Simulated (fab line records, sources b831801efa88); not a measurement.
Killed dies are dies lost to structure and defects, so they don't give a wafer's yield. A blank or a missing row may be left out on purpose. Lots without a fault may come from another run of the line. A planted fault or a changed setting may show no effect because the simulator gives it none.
fab line records | flow gf180mcu
record lots=5 wafers=15 last_day=34
route steps=602 shown V5@540 TOP_METAL@567
lots that met no fault: from a run of the same line without faults
start_h: hours from the record's first day to the start of the lot's first wafer shown | wait_h: hours since the lot's step before | " the same as in the row above | L1.1+2: a row that stands for several wafers | - no value, or no start given | * or withheld: withheld | < > ~ a bound
route shown NAME@n: a module of which the file shows steps, and the number in the route of the first | usual: mean/standard deviation of fault-free wafers | same: alike in all rows | chamber/n: place in a boat | sites: the reading at each site | _std_site: their standard deviation | _edge_site: outer sites' mean less inner sites' | radius_mm: how far each site lies from the wafer's centre | mask NAME#n: copy n | behind: the tool/chamber that last shaped the wafer | hold: why the lot was held/for how many hours/how that ended | device: the transistor (n, p or np) that didn't switch | end of line: the same wafers' tests at the end of the route | a step without rows: its recipe alone | killed: dies lost to structure and defects at the first sort, not the wafer's yield | map: a wafer's dies, x killed, . not, _ none there
set.NAME: the setting as run; set.NAME@STEP: as run at that earlier step | model.NAME: the simulator's own value behind a step, which no gauge read
lots at some steps of the route; a table a step, a row a wafer
services: from which hour (start_h, from the record's first day; less than 0 if before it) a tool's chamber was out of use, for how many hours, and why
## steps
# step GF_V5_CVD_00
# recipe material=SiO2 target_thk_nm=300 sigma_open_frac=0.3 temp_c=400 time_s=51.78 sih4_flow_sccm=60 pressure_mtorr=6
# columns lot.wafer tool chamber start_h wait_h
L077.1+3+6 hdpcvd-02 1,2,2 636.44 0.0
L083.2+4+6 hdpcvd-01 0,2,0 675.18 0.0
L086.1+2+3 hdpcvd-01 1,0,2 699.05 0.0
L093.1+3+4 hdpcvd-01 0,1,1 747.87 0.0
L095.1+4+6 hdpcvd-02 1,2,0 752.44 0.0
# step GF_V5_THK_MEAS_01
# recipe reads=SiO2_of_V5_CVD_00
# usual V5_CVD_00_THK=311/3.2
# columns lot.wafer tool chamber start_h wait_h V5_CVD_00_THK[nm]
L077.1 film_metro-03 - 636.48 0.0 313
L077.3 " - " " 311
L077.6 " - " " 313
L083.2 film_metro-01 - 675.26 0.1 307
L083.4 " - " " 311
L083.6 " - " " 307
L086.1 film_metro-03 - 699.10 0.0 310
L086.2 " - " " 310
L086.3 " - " " 315
L093.1 film_metro-03 - 747.92 0.0 307
L093.3 " - " " 306
L093.4 " - " " 308
L095.1 film_metro-02 - 752.49 0.0 311
L095.4 " - " " 312
L095.6 " - " " 309
# step GF_V5_CVD_02
# recipe material=SiO2 target_thk_nm=1450 precursor=TEOS temp_c=400 time_s=163.28 rf_w=600
# usual heater_power_w=653/130
# columns lot.wafer tool chamber start_h wait_h heater_power_w
L077.1 pecvd-02 2 636.54 0.1 834
L077.3 " 1 " " 544
L077.6 " 0 " " 733
L083.2 pecvd-04 1 675.31 0.0 530
L083.4 " 1 " " 569
L083.6 " 0 " " 630
L086.1 pecvd-02 1 699.16 0.1 514
L086.2 " 2 " " 898
L086.3 " 0 " " 827
L093.1 pecvd-04 1 747.98 0.1 485
L093.3 " 0 " " 743
L093.4 " 0 " " 622
L095.1 pecvd-04 0 752.55 0.1 697
L095.4 " 1 " " 566
L095.6 " 0 " " 768
# step GF_V5_THK_MEAS_03
# recipe reads=SiO2_of_V5_CVD_02
# usual V5_CVD_02_THK=1444/19
# columns lot.wafer tool chamber start_h wait_h V5_CVD_02_THK[nm]
L077.1 film_metro-03 - 636.65 0.1 1446
L077.3 " - " " 1428
L077.6 " - " " 1468
L083.2 film_metro-01 - 675.42 0.1 1420
L083.4 " - " " 1460
L083.6 " - " " 1438
L086.1 film_metro-03 - 699.27 0.1 1453
L086.2 " - " " 1443
L086.3 " - " " 1469
L093.1 film_metro-01 - 748.12 0.1 1439
L093.3 " - " " 1405
L093.4 " - " " 1446
L095.1 film_metro-01 - 752.66 0.1 1428
L095.4 " - " " 1448
L095.6 " - " " 1455
# step GF_V5_CMP_04
# recipe material=SiO2 down_force_psi=4 platen_rpm=60 pad_velocity_m_s=0.94248
# usual head_pressure_psi=4.000/0.0084 motor_current_A=11.5/1.2
# columns lot.wafer tool chamber start_h wait_h head_pressure_psi motor_current_A
L077.3 cmp-01 0 636.71 0.0 3.999 13.3
L077.1 " 1 " " 3.975 11.7
L077.6 " 0 " " 4.012 12.6
L083.2 cmp-02 3 675.47 0.0 4.005 10.1
L083.4 " 1 " " 3.997 10.8
L083.6 " 3 " " 4.003 10.2
L086.2 cmp-02 2 699.33 0.0 4.003 11.4
L086.3 " 3 " " 4.001 9.9
L086.1 " 0 " " 4.014 11.2
L093.1 cmp-02 3 748.30 0.2 4.010 10.2
L093.4 " 1 " " 3.997 11.3
L093.3 " 2 " " 4.002 10.5
L095.4 cmp-01 0 752.82 0.1 4.000 13.0
L095.1 " 1 " " 4.012 11.4
L095.6 " 3 " " 3.997 13.7
# step GF_V5_BOW_MEAS_05
# recipe mode=bow
# usual V5_BOW=133/11
# columns lot.wafer tool chamber start_h wait_h V5_BOW[um]
L077.1 film_metro-01 - 637.01 0.2 123
L077.3 " - " " 113
L077.6 " - " " 118
L083.2 film_metro-03 - 675.79 0.3 152
L083.4 " - " " 131
L083.6 " - " " 140
L086.1 film_metro-02 - 699.63 0.1 126
L086.2 " - " " 133
L086.3 " - " " 139
L093.1 film_metro-03 - 748.60 0.2 132
L093.3 " - " " 122
L093.4 " - " " 139
L095.1 film_metro-01 - 753.02 0.1 143
L095.4 " - " " 150
L095.6 " - " " 138
# step GF_V5_DEHYDRATE_06
# recipe temp_c=200 time_s=60
# usual plate_temp_C=200.01/0.15 resist_line_temp_C=23.02/0.094
# columns lot.wafer tool chamber start_h wait_h plate_temp_C resist_line_temp_C
L077.1 litho_track-02 0 646.58 9.5 199.83 22.98
L077.3 " 0 " " 200.06 22.94
L077.6 " 0 " " 199.93 23.06
L083.2 litho_track-02 0 684.60 8.8 199.97 23.26
L083.4 " 0 " " 200.11 23.03
L083.6 " 0 " " 199.94 23.17
L086.1 litho_track-04 0 708.53 8.9 200.04 23.05
L086.2 " 0 " " 199.91 23.07
L086.3 " 0 " " 200.14 23.17
L093.1 litho_track-03 0 755.66 7.0 200.11 22.89
L093.3 " 0 " " 199.99 22.88
L093.4 " 0 " " 200.08 23.03
L095.1 litho_track-02 0 760.47 7.4 200.16 22.97
L095.4 " 0 " " 199.88 22.91
L095.6 " 0 " " 200.09 22.88
# step GF_V5_HMDS_07
# recipe prime_time_s=60 prime_temp_c=120
# usual resist_line_temp_C=23.00/0.09
# columns lot.wafer tool chamber start_h wait_h resist_line_temp_C
L077.1 litho_track-02 0 646.73 0.1 23.12
L077.3 " 0 " " 23.05
L077.6 " 0 " " 23.08
L083.2 litho_track-02 0 684.75 0.1 22.96
L083.4 " 0 " " 23.02
L083.6 " 0 " " 23.06
L086.1 litho_track-04 0 708.68 0.1 23.03
L086.2 " 0 " " 22.91
L086.3 " 0 " " 22.90
L093.1 litho_track-03 0 755.81 0.1 23.07
L093.3 " 0 " " 22.92
L093.4 " 0 " " 23.03
L095.1 litho_track-02 0 760.62 0.1 23.00
L095.4 " 0 " " 22.87
L095.6 " 0 " " 22.97
# step GF_V5_COAT_08
# recipe resist=BARC temp_c=withheld time_s=withheld spin_rpm=withheld resist_thk_nm=withheld
# usual resist_line_temp_C=*
# columns lot.wafer tool chamber start_h wait_h resist_line_temp_C
L077.1 litho_track-02 0 646.88 0.1 *
L077.3 " 0 " " *
L077.6 " 0 " " *
L083.2 litho_track-02 0 684.90 0.1 *
L083.4 " 0 " " *
L083.6 " 0 " " *
L086.1 litho_track-04 0 708.83 0.1 *
L086.2 " 0 " " *
L086.3 " 0 " " *
L093.1 litho_track-03 0 755.96 0.1 *
L093.3 " 0 " " *
L093.4 " 0 " " *
L095.1 litho_track-02 0 760.77 0.1 *
L095.4 " 0 " " *
L095.6 " 0 " " *
# step GF_V5_COAT_09
# recipe resist=KrF spin_rpm=withheld resist_thk_nm=1000
# usual resist_line_temp_C=23.01/0.12
# columns lot.wafer tool chamber start_h wait_h resist_line_temp_C
L077.1 litho_track-02 0 - - 22.82
L077.3 " 0 " " 22.96
L077.6 " 0 " " 22.79
L083.2 litho_track-02 0 - - 22.82
L083.4 " 0 " " 22.94
L083.6 " 0 " " 23.09
L086.1 litho_track-04 0 - - 23.07
L086.2 " 0 " " 22.98
L086.3 " 0 " " 23.15
L093.1 litho_track-03 0 - - 23.35
L093.3 " 0 " " 23.31
L093.4 " 0 " " 23.30
L095.1 litho_track-02 0 - - 23.03
L095.4 " 0 " " 22.88
L095.6 " 0 " " 22.93
# step GF_V5_SOFTBAKE_10
# recipe temp_c=130 time_s=60 resist=KrF
# usual plate_temp_C=130.00/0.14 resist_line_temp_C=23.02/0.11
# columns lot.wafer tool chamber start_h wait_h plate_temp_C resist_line_temp_C
L077.1 litho_track-02 0 - - 129.92 23.07
L077.3 " 0 " " 130.07 22.85
L077.6 " 0 " " 130.08 23.15
L083.2 litho_track-02 0 - - 129.84 22.85
L083.4 " 0 " " 129.77 23.06
L083.6 " 0 " " 129.91 23.05
L086.1 litho_track-04 0 - - 129.92 23.07
L086.2 " 0 " " 129.95 23.00
L086.3 " 0 " " 130.10 22.98
L093.1 litho_track-03 0 - - 129.94 23.16
L093.3 " 0 " " 130.15 23.03
L093.4 " 0 " " 130.02 23.14
L095.1 litho_track-02 0 - - 130.16 22.90
L095.4 " 0 " " 130.35 23.10
L095.6 " 0 " " 130.12 22.93
# step GF_V5_EXPOSE_11
# recipe mask_id=Via5 target_cd_nm=260 na=0.68 source_shape=conventional sigma_outer=0.6 dose_mj=38
# usual reticle_temp_C=22.99/0.11
# same sigma_outer=0.6
# columns lot.wafer tool chamber start_h wait_h mask reticle_temp_C
L077.1 krf_scanner-01 0 - - Via5#0 22.85
L077.3 " 0 " " Via5#0 22.89
L077.6 " 0 " " Via5#0 22.88
L083.2 krf_scanner-02 0 - - Via5#0 23.04
L083.4 " 0 " " Via5#0 22.96
L083.6 " 0 " " Via5#0 23.05
L086.1 krf_scanner-01 0 - - Via5#0 22.80
L086.2 " 0 " " Via5#0 22.85
L086.3 " 0 " " Via5#0 22.91
L093.1 krf_scanner-01 0 - - Via5#0 22.95
L093.3 " 0 " " Via5#0 22.86
L093.4 " 0 " " Via5#0 23.02
L095.1 krf_scanner-01 0 - - Via5#0 23.15
L095.4 " 0 " " Via5#0 22.93
L095.6 " 0 " " Via5#0 23.01
# step GF_V5_PEB_12
# recipe peb_temp_c=135 peb_time_s=90 resist=KrF
# usual plate_temp_C=134.96/0.13 resist_line_temp_C=23.01/0.1
# columns lot.wafer tool chamber start_h wait_h plate_temp_C resist_line_temp_C
L077.1 litho_track-04 0 - - 134.80 22.90
L077.3 " 0 " " 135.18 22.93
L077.6 " 0 " " 134.90 23.10
L083.2 litho_track-02 0 - - 134.68 23.03
L083.4 " 0 " " 134.99 23.07
L083.6 " 0 " " 134.63 23.01
L086.1 litho_track-03 0 - - 135.03 22.79
L086.2 " 0 " " 135.11 23.06
L086.3 " 0 " " 135.06 22.99
L093.1 litho_track-04 0 - - 135.14 23.13
L093.3 " 0 " " 134.90 23.00
L093.4 " 0 " " 135.13 23.11
L095.1 litho_track-04 0 - - 134.94 22.97
L095.4 " 0 " " 135.05 23.11
L095.6 " 0 " " 134.81 22.83
# step GF_V5_DEVELOP_13
# recipe develop_time_s=60 resist=KrF dev_temp_c=21
# usual resist_line_temp_C=23.01/0.11
# columns lot.wafer tool chamber start_h wait_h resist_line_temp_C
L077.1 litho_track-04 0 656.83 0.2 23.02
L077.3 " 0 " " 23.11
L077.6 " 0 " " 23.04
L083.2 litho_track-02 0 694.40 0.2 22.85
L083.4 " 0 " " 22.96
L083.6 " 0 " " 22.92
L086.1 litho_track-03 0 717.91 0.2 22.86
L086.2 " 0 " " 22.85
L086.3 " 0 " " 22.79
L093.1 litho_track-04 0 764.43 0.2 22.91
L093.3 " 0 " " 23.08
L093.4 " 0 " " 23.02
L095.1 litho_track-04 0 769.08 0.2 23.15
L095.4 " 0 " " 23.15
L095.6 " 0 " " 22.94
# step GF_V5_CD_MEAS_14
# recipe target_cd_nm=260
# usual cd_nm=259.4/1.1
# columns lot.wafer tool chamber start_h wait_h cd_nm
L077.1 cd_sem-01 - 656.98 0.1 260.1
L077.3 " - " " 260.1
L077.6 " - " " 258.7
L083.2 cd_sem-02 - 694.55 0.1 257.6
L083.4 " - " " 258.6
L083.6 " - " " 257.1
L086.1 cd_sem-01 - 718.06 0.1 261.7
L086.2 " - " " 262.8
L086.3 " - " " 261.0
L093.1 cd_sem-02 - 764.58 0.1 260.6
L093.3 " - " " 261.0
L093.4 " - " " 260.4
L095.1 cd_sem-02 - 769.23 0.1 258.7
L095.4 " - " " 259.4
L095.6 " - " " 258.2
# step GF_V5_OVL_MEAS_15
# usual V5_OVL=0/7.6
# columns lot.wafer tool chamber start_h wait_h V5_OVL[nm]
L077.1 overlay-01 - 657.10 0.1 -8
L077.3 " - " " 1
L077.6 " - " " 6
L083.2 overlay-01 - 694.65 0.1 8
L083.4 " - " " 7
L083.6 " - " " 1
L086.1 overlay-02 - 718.18 0.1 -3
L086.2 " - " " -5
L086.3 " - " " -12
L093.1 overlay-01 - 764.70 0.1 1
L093.3 " - " " -6
L093.4 " - " " 4
L095.1 overlay-01 - 769.35 0.1 -1
L095.4 " - " " -2
L095.6 " - " " 1
# step GF_V5_ETCH_16
# recipe chemistry=N2/H2 target_depth_a=withheld overetch_a=withheld time_s=withheld target=BARC ion_energy_ev=200 source_w=500 bias_w=100 pressure_mtorr=30 n2_flow_sccm=100 h2_flow_sccm=200
# usual chamber_pressure_mTorr=29.999/0.025 drypump_motor_current_A=6.0/0.37 oes_product_au=0.855/0.0042 throttle_valve_pct=13.225/0.0084
# columns lot.wafer tool chamber start_h wait_h chamber_pressure_mTorr drypump_motor_current_A oes_product_au throttle_valve_pct
L077.1 rie_diel-04 0 657.14 0.0 29.989 5.8 0.857 13.219
L077.3 " 1 " " 29.964 6.0 0.853 13.225
L077.6 " 2 " " 30.042 5.9 0.854 13.230
L083.2 rie_diel-01 3 694.68 0.0 29.973 5.4 0.857 13.223
L083.4 " 2 " " 29.991 6.3 0.850 13.226
L083.6 " 0 " " 29.988 6.0 0.854 13.227
L086.1 rie_diel-04 3 718.22 0.0 29.983 5.5 0.852 13.240
L086.2 " 1 " " 30.008 6.0 0.856 13.234
L086.3 " 0 " " 30.021 5.8 0.852 13.218
L093.1 rie_diel-01 0 764.73 0.0 29.986 5.9 0.854 13.230
L093.3 " 2 " " 30.008 6.3 0.847 13.239
L093.4 " 1 " " 30.008 6.3 0.856 13.219
L095.1 rie_diel-01 1 769.38 0.0 30.005 6.3 0.858 13.240
L095.4 " 0 " " 29.955 5.9 0.863 13.230
L095.6 " 2 " " 30.012 6.3 0.852 13.232
# step GF_V5_ETCH_17
# recipe chemistry=C4F8/O2/Ar mask_material=KrF target=SiO2 stop_on=TiN source_w=1500 bias_w=1200 pressure_mtorr=40 c4f8_flow_sccm=withheld O2_flow_sccm=6 Ar_flow_sccm=300 time_s=withheld target_depth_a=8550
# usual chamber_pressure_mTorr=40.00/0.039 oes_product_au=0.859/0.0046
# columns lot.wafer tool chamber start_h wait_h chamber_pressure_mTorr oes_product_au
L077.1 rie_diel-04 0 - - 40.05 0.865
L077.3 " 1 " " 40.03 0.857
L077.6 " 2 " " 39.92 0.863
L083.2 rie_diel-01 3 - - 40.03 0.864
L083.4 " 2 " " 40.07 0.864
L083.6 " 0 " " 40.01 0.858
L086.1 rie_diel-04 3 - - 40.03 0.855
L086.2 " 1 " " 40.04 0.855
L086.3 " 0 " " 40.01 0.859
L093.1 rie_diel-01 0 - - 39.96 0.856
L093.3 " 2 " " 40.00 0.864
L093.4 " 1 " " 40.06 0.862
L095.1 rie_diel-01 1 - - 39.95 0.864
L095.4 " 0 " " 40.01 0.858
L095.6 " 2 " " 39.97 0.868
# step GF_V5_STRIP_18
# recipe chemistry=O2/N2 power_w=1400 pressure_mtorr=1500 platen_temp_c=250 o2_flow_sccm=3000 n2_flow_sccm=300 overash_fraction=0.5
# usual chamber_pressure_mTorr=1500.1/1.3 drypump_motor_current_A=5.4/0.61 heater_power_w=354/42 oes_product_au=0.569/0.0047
# columns lot.wafer tool chamber start_h wait_h chamber_pressure_mTorr drypump_motor_current_A heater_power_w oes_product_au rf_hours_counter_h
L077.1 plasma_asher-02 1 657.29 - 1500.8 5.9 319 0.568 51
L077.3 " 0 " " 1502.8 6.3 315 0.579 -
L077.6 " 0 " " 1498.6 6.3 324 0.571 -
L083.2 plasma_asher-04 0 694.83 - 1497.2 4.6 308 0.569 112
L083.4 " 0 " " 1499.7 4.6 325 0.572 -
L083.6 " 1 " " 1501.3 5.7 410 0.573 -
L086.1 plasma_asher-04 1 718.37 - 1500.9 5.7 415 0.565 114
L086.2 " 0 " " 1499.9 4.6 314 0.571 114
L086.3 " 1 " " 1501.3 5.7 415 0.569 -
L093.1 plasma_asher-02 0 764.89 - 1498.9 6.3 318 0.576 62
L093.3 " 0 " " 1498.3 6.4 321 0.574 -
L093.4 " 1 " " 1497.9 5.9 318 0.570 -
L095.1 plasma_asher-02 0 769.54 - 1499.3 6.3 324 0.567 62
L095.4 " 1 " " 1499.0 5.9 330 0.568 -
L095.6 " 0 " " 1500.8 6.3 324 0.576 -
# step GF_V5_STRIP_19
# recipe chemistry=post_etch_residue_remover time_s=1200 temp_c=72.5
# columns lot.wafer tool chamber start_h wait_h
L077.1+3+6 wet_bench-02 0 657.39 0.1
L083.2+4+6 wet_bench-01 2 694.93 0.1
L086.1+2+3 wet_bench-02 0 718.47 0.1
L093.1+3+4 wet_bench-01 3 764.99 0.1
L095.1+4+6 wet_bench-01 1 769.64 0.1
# step GF_V5_CLEAN_20
# recipe chemistry=DIW dry=n2_spin
# columns lot.wafer tool chamber start_h wait_h
L077.1+3+6 wet_bench-04 0 657.73 0.0
L083.2+4+6 wet_bench-02 2 695.28 0.0
L086.1+2+3 wet_bench-01 1 718.81 0.0
L093.1+3+4 wet_bench-04 2 765.33 0.0
L095.1+4+6 wet_bench-04 2 769.98 0.0
# step GF_V5_SPUTTER_21
# recipe material=Ti target_thk_nm=15 chamber_pressure_pa=5 power_w=2541 substrate_temp_c=200 time_s=80.02
# usual substrate_temp_c=200.04/0.17 throttle_valve_pct=30.4/0.92
# columns lot.wafer tool chamber start_h wait_h substrate_temp_c throttle_valve_pct
L077.1 pvd_sputter-04 - 657.82 0.0 199.87 31.2
L077.3 " - " " 200.22 32.1
L077.6 " - " " 200.15 31.7
L083.2 pvd_sputter-04 - 695.37 0.0 200.00 30.1
L083.4 " - " " 200.13 31.5
L083.6 " - " " 199.75 29.9
L086.1 pvd_sputter-03 - 719.00 0.0 199.88 29.6
L086.2 " - " " 200.12 30.7
L086.3 " - " " 200.19 31.8
L093.1 pvd_sputter-03 - 765.43 0.0 200.18 32.0
L093.3 " - " " 199.79 29.7
L093.4 " - " " 199.76 30.9
L095.1 pvd_sputter-01 - 770.09 0.0 200.25 30.5
L095.4 " - " " 199.84 31.2
L095.6 " - " " 199.92 29.6
# step GF_V5_SPUTTER_22
# recipe material=TiN target_thk_nm=10 chamber_pressure_pa=5 power_w=4000 time_s=40
# usual throttle_valve_pct=30.4/0.93
# columns lot.wafer tool chamber start_h wait_h throttle_valve_pct
L077.1 pvd_sputter-04 - 657.88 0.0 31.5
L077.3 " - " " 31.9
L077.6 " - " " 31.8
L083.2 pvd_sputter-04 - 695.43 0.0 29.9
L083.4 " - " " 31.0
L083.6 " - " " 29.8
L086.1 pvd_sputter-03 - 719.06 0.0 29.8
L086.2 " - " " 30.7
L086.3 " - " " 31.7
L093.1 pvd_sputter-03 - 765.49 0.0 32.0
L093.3 " - " " 29.4
L093.4 " - " " 30.7
L095.1 pvd_sputter-01 - 770.15 0.0 30.0
L095.4 " - " " 31.0
L095.6 " - " " 29.5
# step GF_V5_CVD_23
# recipe material=W target_thk_nm=350 time_s=104.9 temp_c=400 pressure_torr=40
# usual heater_power_w=798/61
# columns lot.wafer tool chamber start_h wait_h heater_power_w
L077.1 cvd_w-01 0 657.92 0.0 735
L077.3 " 0 " " 717
L077.6 " 1 " " 864
L083.2 cvd_w-02 0 695.47 0.0 771
L083.4 " 1 " " 839
L083.6 " 1 " " 816
L086.1 cvd_w-01 1 719.10 0.0 900
L086.2 " 0 " " 730
L086.3 " 1 " " 837
L093.1 cvd_w-01 1 765.53 0.0 875
L093.3 " 0 " " 720
L093.4 " 1 " " 873
L095.1 cvd_w-01 0 770.19 0.0 716
L095.4 " 1 " " 837
L095.6 " 0 " " 739
# step GF_V5_RS_MEAS_24
# recipe thk_meas_gauge=four-point-probe reads=W_of_V5_CVD_23+TiN_of_V5_SPUTTER_22+Ti_of_V5_SPUTTER_21
# usual V5_W_RS=0.329/0.0034
# columns lot.wafer tool chamber start_h wait_h V5_W_RS[ohm/sq]
L077.1 film_metro-03 - 658.03 0.1 0.330
L077.3 " - " " 0.329
L077.6 " - " " 0.327
L083.2 film_metro-01 - 695.60 0.1 0.324
L083.4 " - " " 0.331
L083.6 " - " " 0.332
L086.1 film_metro-01 - 719.21 0.1 0.325
L086.2 " - " " 0.330
L086.3 " - " " 0.326
L093.1 film_metro-03 - 765.64 0.1 0.328
L093.3 " - " " 0.328
L093.4 " - " " 0.329
L095.1 film_metro-01 - 770.30 0.1 0.326
L095.4 " - " " 0.325
L095.6 " - " " 0.322
# step GF_V5_THK_MEAS_25
# recipe thk_meas_gauge=xrf reads=W_of_V5_CVD_23
# usual V5_W_THK=353/4.7
# columns lot.wafer tool chamber start_h wait_h V5_W_THK[nm]
L077.1 film_metro-03 - 658.15 0.1 351
L077.3 " - " " 353
L077.6 " - " " 355
L083.2 film_metro-01 - 695.71 0.1 354
L083.4 " - " " 346
L083.6 " - " " 344
L086.1 film_metro-01 - 719.33 0.1 356
L086.2 " - " " 351
L086.3 " - " " 356
L093.1 film_metro-03 - 765.76 0.1 352
L093.3 " - " " 353
L093.4 " - " " 353
L095.1 film_metro-01 - 770.42 0.1 354
L095.4 " - " " 354
L095.6 " - " " 356
# step GF_V5_CMP_26
# recipe stop_on=SiO2 down_force_psi=3.5 platen_rpm=60 t_overpolish_s=15 target_thk_nm=0 pad_velocity_m_s=0.94248
# usual head_pressure_psi=3.499/0.008 motor_current_A=10.8/1.1 overpolish_run_s=14.999/0.0087 time_to_endpoint_s=85/4
# columns lot.wafer tool chamber start_h wait_h head_pressure_psi motor_current_A overpolish_run_s time_to_endpoint_s
L077.3 cmp-01 1 658.21 0.0 3.500 11.1 15.004 92
L077.1 " 0 " " 3.503 12.0 15.001 91
L077.6 " 1 " " 3.490 10.6 14.992 92
L083.4 cmp-02 3 695.81 0.1 3.505 9.2 15.000 78
L083.2 " 1 " " 3.494 10.7 14.995 87
L083.6 " 3 " " 3.494 9.1 14.995 79
L086.3 cmp-02 3 719.39 0.0 3.507 9.4 14.990 76
L086.2 " 0 " " 3.511 11.2 15.004 81
L086.1 " 1 " " 3.484 10.3 14.998 86
L093.4 cmp-02 2 765.82 0.0 3.504 10.1 15.013 91
L093.3 " 3 " " 3.499 9.4 15.008 82
L093.1 " 0 " " 3.506 11.1 14.981 87
L095.4 cmp-01 3 770.48 0.0 3.504 12.4 14.995 86
L095.1 " 0 " " 3.511 11.6 14.994 86
L095.6 " 3 " " 3.495 12.7 14.993 90
# step GF_TOP_METAL_SPUTTER_00
# recipe material=Ti target_thk_nm=37.5 arriving_ion_energy_ev=80 substrate_temp_c=200 chamber_pressure_pa=2 power_w=4000 time_s=150
# usual substrate_temp_c=200.00/0.16 throttle_valve_pct=30.1/1
# columns lot.wafer tool chamber start_h wait_h substrate_temp_c throttle_valve_pct
L077.1 pvd_sputter-01 - 658.51 0.1 199.83 30.2
L077.3 " - " " 200.20 30.5
L077.6 " - " " 199.91 29.6
L083.2 pvd_sputter-01 - 696.06 0.1 200.17 31.0
L083.4 " - " " 200.21 30.0
L083.6 " - " " 199.96 30.8
L086.1 pvd_sputter-01 - 719.69 0.1 200.11 29.7
L086.2 " - " " 200.08 30.4
L086.3 " - " " 200.00 31.0
L093.1 pvd_sputter-02 - 766.12 0.1 200.01 29.2
L093.3 " - " " 199.99 29.6
L093.4 " - " " 200.07 30.7
L095.1 pvd_sputter-04 - 770.78 0.2 200.08 32.0
L095.4 " - " " 199.93 29.3
L095.6 " - " " 199.99 29.4
# step GF_TOP_METAL_SPUTTER_01
# recipe material=TiN target_thk_nm=30 power_w=6500 time_s=25 chamber_pressure_pa=0.4
# usual throttle_valve_pct=30.1/1
# columns lot.wafer tool chamber start_h wait_h throttle_valve_pct
L077.1 pvd_sputter-01 - 658.61 0.1 30.3
L077.3 " - " " 30.2
L077.6 " - " " 29.5
L083.2 pvd_sputter-01 - 696.16 0.1 30.9
L083.4 " - " " 30.3
L083.6 " - " " 31.0
L086.1 pvd_sputter-01 - 719.79 0.1 29.6
L086.2 " - " " 30.0
L086.3 " - " " 31.0
L093.1 pvd_sputter-02 - 766.22 0.1 29.1
L093.3 " - " " 29.5
L093.4 " - " " 30.6
L095.1 pvd_sputter-04 - 770.89 0.1 31.9
L095.4 " - " " 29.2
L095.6 " - " " 29.3
# step GF_TOP_METAL_SPUTTER_02
# recipe material=AlCu target_thk_nm=900 power_w=10600 chamber_pressure_pa=0.3 substrate_temp_c=250 gas=Ar time_s=47.82
# usual substrate_temp_c=250.01/0.19 throttle_valve_pct=30.1/1
# columns lot.wafer tool chamber start_h wait_h substrate_temp_c throttle_valve_pct
L077.1 pvd_sputter-01 - 658.65 0.0 249.71 29.8
L077.3 " - " " 250.00 30.4
L077.6 " - " " 250.09 29.5
L083.2 pvd_sputter-01 - 696.19 0.0 249.84 31.0
L083.4 " - " " 249.87 30.3
L083.6 " - " " 249.73 30.7
L086.1 pvd_sputter-01 - 719.82 0.0 250.05 29.7
L086.2 " - " " 249.97 30.4
L086.3 " - " " 250.43 31.0
L093.1 pvd_sputter-02 - 766.25 0.0 250.27 29.2
L093.3 " - " " 250.17 29.2
L093.4 " - " " 249.89 30.8
L095.1 pvd_sputter-04 - 770.92 0.0 249.98 31.9
L095.4 " - " " 250.21 29.1
L095.6 " - " " 250.34 29.3
# step GF_TOP_METAL_SPUTTER_03
# recipe material=Ti target_thk_nm=5 substrate_temp_c=300 chamber_pressure_pa=0.3 power_w=3000 time_s=3.3
# usual substrate_temp_c=299.97/0.2 throttle_valve_pct=30.1/1
# columns lot.wafer tool chamber start_h wait_h substrate_temp_c throttle_valve_pct
L077.1 pvd_sputter-01 - 658.69 0.0 299.69 29.9
L077.3 " - " " 299.98 30.2
L077.6 " - " " 299.80 29.5
L083.2 pvd_sputter-01 - 696.23 0.0 299.88 30.9
L083.4 " - " " 300.30 30.2
L083.6 " - " " 299.74 30.8
L086.1 pvd_sputter-01 - 719.86 0.0 299.78 29.4
L086.2 " - " " 299.65 30.1
L086.3 " - " " 300.04 30.9
L093.1 pvd_sputter-02 - 766.30 0.0 299.86 29.3
L093.3 " - " " 299.97 29.7
L093.4 " - " " 299.99 30.9
L095.1 pvd_sputter-04 - 770.97 0.0 299.96 32.1
L095.4 " - " " 299.87 29.2
L095.6 " - " " 300.22 29.3
# step GF_TOP_METAL_SPUTTER_04
# recipe material=TiN target_thk_nm=25 power_w=6500 time_s=20.8 chamber_pressure_pa=0.4
# usual throttle_valve_pct=30.1/1
# columns lot.wafer tool chamber start_h wait_h throttle_valve_pct
L077.1 pvd_sputter-01 - 658.71 0.0 30.3
L077.3 " - " " 30.5
L077.6 " - " " 29.7
L083.2 pvd_sputter-01 - 696.25 0.0 30.9
L083.4 " - " " 30.3
L083.6 " - " " 31.0
L086.1 pvd_sputter-01 - 719.88 0.0 29.5
L086.2 " - " " 30.0
L086.3 " - " " 30.9
L093.1 pvd_sputter-02 - 766.31 0.0 29.4
L093.3 " - " " 29.8
L093.4 " - " " 30.5
L095.1 pvd_sputter-04 - 770.99 0.0 31.9
L095.4 " - " " 29.2
L095.6 " - " " 29.3
# step GF_TOP_METAL_RS_MEAS_05
# recipe thk_meas_gauge=four-point-probe reads=TiN_of_TOP_METAL_SPUTTER_04+Ti_of_TOP_METAL_SPUTTER_03+AlCu_of_TOP_METAL_SPUTTER_02+TiN_of_TOP_METAL_SPUTTER_01+Ti_of_TOP_METAL_SPUTTER_00
# usual TOP_METAL_ALCU_RS=0.03274/0.00028
# columns lot.wafer tool chamber start_h wait_h TOP_METAL_ALCU_RS[ohm/sq]
L077.1 film_metro-02 - 658.74 0.0 0.03234
L077.3 " - " " 0.03238
L077.6 " - " " 0.03228
L083.2 film_metro-02 - 696.30 0.0 0.03261
L083.4 " - " " 0.03274
L083.6 " - " " 0.03243
L086.1 film_metro-04 - 719.91 0.0 0.03333
L086.2 " - " " 0.03323
L086.3 " - " " 0.03284
L093.1 film_metro-04 - 766.34 0.0 0.03212
L093.3 " - " " 0.03233
L093.4 " - " " 0.0325
L095.1 film_metro-03 - 771.02 0.0 0.03243
L095.4 " - " " 0.03231
L095.6 " - " " 0.03226
## services
# columns tool chamber start_h hours kind
cvd_w-01 0 615.96 10.8 repair
krf_scanner-01 - 622.14 1.0 pm
pvd_sputter-03 - 629.47 0.8 repair
cmp-02 - 629.78 1.0 repair
pvd_sputter-02 - 633.06 2.1 repair
pvd_sputter-04 - 639.14 1.1 repair
pvd_sputter-03 - 651.23 26.2 repair
rie_diel-01 3 666.32 20.5 repair
cmp-01 - 674.57 5.6 pm
pvd_sputter-02 - 680.28 5.2 repair
cvd_w-01 - 690.36 2.8 pm
pvd_sputter-03 - 690.84 5.2 repair
rie_diel-01 - 697.11 2.8 pm
cmp-02 - 701.59 5.5 pm
rie_diel-04 2 704.09 3.8 repair
cmp-01 - 726.25 5.5 repair
pvd_sputter-03 - 727.15 2.4 repair
krf_scanner-01 - 736.49 4.0 pm
cmp-01 - 737.06 0.3 repair
cmp-01 - 745.42 4.0 pm
krf_scanner-01 - 749.04 0.3 repair
krf_scanner-01 - 749.38 0.8 pm
rie_diel-04 3 752.32 8.9 repair
krf_scanner-01 - 764.10 1.3 pm
## key
fault none
